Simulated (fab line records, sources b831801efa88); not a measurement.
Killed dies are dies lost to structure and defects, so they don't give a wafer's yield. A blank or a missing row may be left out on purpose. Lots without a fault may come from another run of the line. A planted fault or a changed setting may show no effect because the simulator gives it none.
A struck lot beside a sound one | flow sky130 | 14 steps out of a route of 708
Sound: wafers L249.2, L249.4, L249.5. Struck: wafers L260.1, L260.2, L260.3. The cause comes at the end.
At each step with rows: each side's tool, then ch and its chambers, then its first start. Under that, the readings that differ: sound wafers | struck wafers | difference of the means | sigmas: that difference in standard deviations of wafers without a fault.
alike: readings whose means differ by less than 2 such deviations, and words and numbers that are the same on both sides. not compared: withheld readings, readings that some wafer has no value for, bounds like >300 that may hide the same value, and numbers for which the record gives no deviation and whose values overlap.
The two part at a step that has a row with sigmas, a row that says differs or no value, or rows on one side only. Numbers that don't overlap but have no deviation are shown without sigmas and don't part them. A reading that every wafer of one side lacks parts them only if that side has two wafers or more.

first, 1 step without rows for these wafers: SKY_CAP2M_DEVELOP_11 (develop time 60 s).
SKY_CAP2M_OVL_MEAS_12:
  sound on overlay-01, day 43 07:01; struck on overlay-01, day 46 01:28
  alike: CAP2M_OVL
SKY_CAP2M_METAL_ETCH_13: etches TiN in Cl2/BCl3, stops on SiO2, target depth 220 nm, time 62.9 s.
  sound on rie_metal-04 ch 1, day 43 07:03; struck on rie_metal-04 ch 0,1, day 46 01:30
  alike: drypump_motor_current_A, oes_product_au, throttle_valve_pct
  not compared: rf_hours_counter_h
SKY_CAP2M_STRIP_14: strips in O2/N2.
  sound on plasma_asher-02 ch 0,1, day 43 07:08; struck on plasma_asher-03 ch 0,1, day 46 01:35
  alike: drypump_motor_current_A, oes_product_au, strip_time_to_endpoint_s
  not compared: rf_hours_counter_h
then, 8 steps without rows for these wafers: SKY_CAP2M_STRIP_15 (strips in post etch residue remover, time 1200 s); SKY_CAP2M_CLEAN_16 (cleans in IPA, time 180 s); SKY_CAP2M_CLEAN_17 (cleans in O3/DIW); SKY_METAL4_DEHYDRATE_05 (time 60 s); SKY_METAL4_HMDS_06 (prime time 60 s); SKY_METAL4_COAT_07 (resist thk 60 nm); SKY_METAL4_COAT_08 (resist thk 1140 nm); SKY_METAL4_SOFTBAKE_09 (time 90 s).
SKY_METAL4_EXPOSE_10: exposes mask MM4, target cd 300 nm.
  sound on krf_scanner-01 ch 0, day 43 19:34; struck on krf_scanner-02, day 46 12:17
  no value came back on the struck wafers for exposure_dose_mJ_cm2, focus_offset_nm (nm), na; on the sound wafers exposure_dose_mJ_cm2 reads 27.91 27.95 27.94
  alike: mask
then, 1 step without rows for these wafers: SKY_METAL4_PEB_11.

WHERE THEY PART
Only at SKY_METAL4_EXPOSE_10, within this record.

WHY: what the simulator had put in
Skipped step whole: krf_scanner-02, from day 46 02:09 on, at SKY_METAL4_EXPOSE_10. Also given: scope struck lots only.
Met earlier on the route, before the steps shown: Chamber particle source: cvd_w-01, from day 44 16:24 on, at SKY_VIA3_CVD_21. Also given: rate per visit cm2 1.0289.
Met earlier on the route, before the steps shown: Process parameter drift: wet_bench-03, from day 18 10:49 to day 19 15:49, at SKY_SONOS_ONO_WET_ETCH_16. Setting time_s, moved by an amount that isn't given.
